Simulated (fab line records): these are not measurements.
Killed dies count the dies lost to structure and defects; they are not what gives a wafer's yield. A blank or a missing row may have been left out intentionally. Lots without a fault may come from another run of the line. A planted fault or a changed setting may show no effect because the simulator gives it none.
Comparing a struck lot with a sound one -- flow sky130 -- 18 steps out of a route of 708
Sound: wafers L254.1, L254.2, L254.5. Struck: wafers L265.1, L265.2, L265.5. At the end, the cause is stated.
Order at every step that has rows: each side's tool, ch and its chambers, its first start. Under that, the readings that differ: sound wafers -- struck wafers -- difference of the means -- sigmas: that difference in standard deviations of wafers without a fault.
alike: a reading whose means differ by less than 2 such deviations, as well as words and numbers matching on both sides. not compared: withheld readings; readings where some wafer has no value; bounds like >300 that might hide an equal value; numbers whose values overlap and for which the record gives no deviation.
The two part at a step that has a row with sigmas, a row that says differs or no value, or rows on one side only. When numbers do not overlap yet have no deviation, they are printed without sigmas and do not part them. A reading that every wafer of one side lacks parts them only if that side has two wafers or more.

first, 4 steps without rows for these wafers: SKY_VT_ADJUST_LVTN_SOFTBAKE_14 (time 60 s); SKY_VT_ADJUST_LVTN_EXPOSE_15 (exposes mask HVN STD DERIVED, target cd 600 nm); SKY_VT_ADJUST_LVTN_PEB_16; SKY_VT_ADJUST_LVTN_DEVELOP_17 (develop time 60 s).
SKY_VT_ADJUST_LVTN_OVL_MEAS_18:
  sound on overlay-01, day 9 21:52; struck on overlay-01, day 12 22:27
  alike: VT_ADJUST_LVTN_01_OVL
then, 1 step without rows for these wafers: SKY_VT_ADJUST_LVTN_IMPLANT_19.
SKY_VT_ADJUST_LVTN_STRIP_20: strips in O2/N2.
  sound on plasmaAsher-01 ch 0,1, day 9 22:03; struck on plasmaAsher-03 ch 0,1, day 12 22:38
  alike: drypumpMotorCurrentA, oesProductAu, stripTimeToEndpointS
  not compared: rfHoursCounterH
SKY_VT_ADJUST_LVTN_TW_MEAS_21:
  sound on filmMetro-01, day 9 22:09; struck on filmMetro-01, day 12 22:44
  alike: VT_ADJUST_LVTN_2_TW
then, 4 steps without rows for these wafers: SKY_VT_ADJUST_NCORE_DEHYDRATE_00 (time 60 s); SKY_VT_ADJUST_NCORE_HMDS_01 (prime time 60 s); SKY_VT_ADJUST_NCORE_COAT_02 (resist thk 1140 nm); SKY_VT_ADJUST_NCORE_SOFTBAKE_03 (time 60 s).
SKY_VT_ADJUST_NCORE_EXPOSE_04: exposes mask LVTN COMPLEMENT THIN, target cd 380 nm.
  sound on ilineStepper-01 ch 0, day 10 09:07; struck on ilineStepper-01 ch 0, day 13 11:09
reading,sound,struck,difference,sigmas
exposureDoseMJCm2,139.06 138.94 138.76,143.65 143.56 143.65,+4.70,+34
  alike: mask
then, 2 steps without rows for these wafers: SKY_VT_ADJUST_NCORE_PEB_05; SKY_VT_ADJUST_NCORE_DEVELOP_06 (develop time 60 s).
SKY_VT_ADJUST_NCORE_CD_MEAS_07: target cd 380 nm.
  sound on cdSem-01, day 10 20:51; struck on cdSem-02, day 14 00:07
  alike: cdNm
SKY_VT_ADJUST_NCORE_OVL_MEAS_08:
  sound on overlay-02, day 10 20:58; struck on overlay-01, day 14 00:14
  alike: VT_ADJUST_NCORE_OVL
then, 1 step without rows for these wafers: SKY_PAD_OPEN_PROBE_99.

== WHERE THEY PART ==
Only at SKY_VT_ADJUST_NCORE_EXPOSE_04, within this record. Later steps at which nothing parts them and some readings are alike: SKY_VT_ADJUST_NCORE_CD_MEAS_07, SKY_VT_ADJUST_NCORE_OVL_MEAS_08.

WHY: the cause the simulator had injected
Process parameters drifting: ilineStepper-01 at SKY_VT_ADJUST_NCORE_EXPOSE_04, beginning at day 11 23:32. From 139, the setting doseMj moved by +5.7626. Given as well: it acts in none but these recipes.
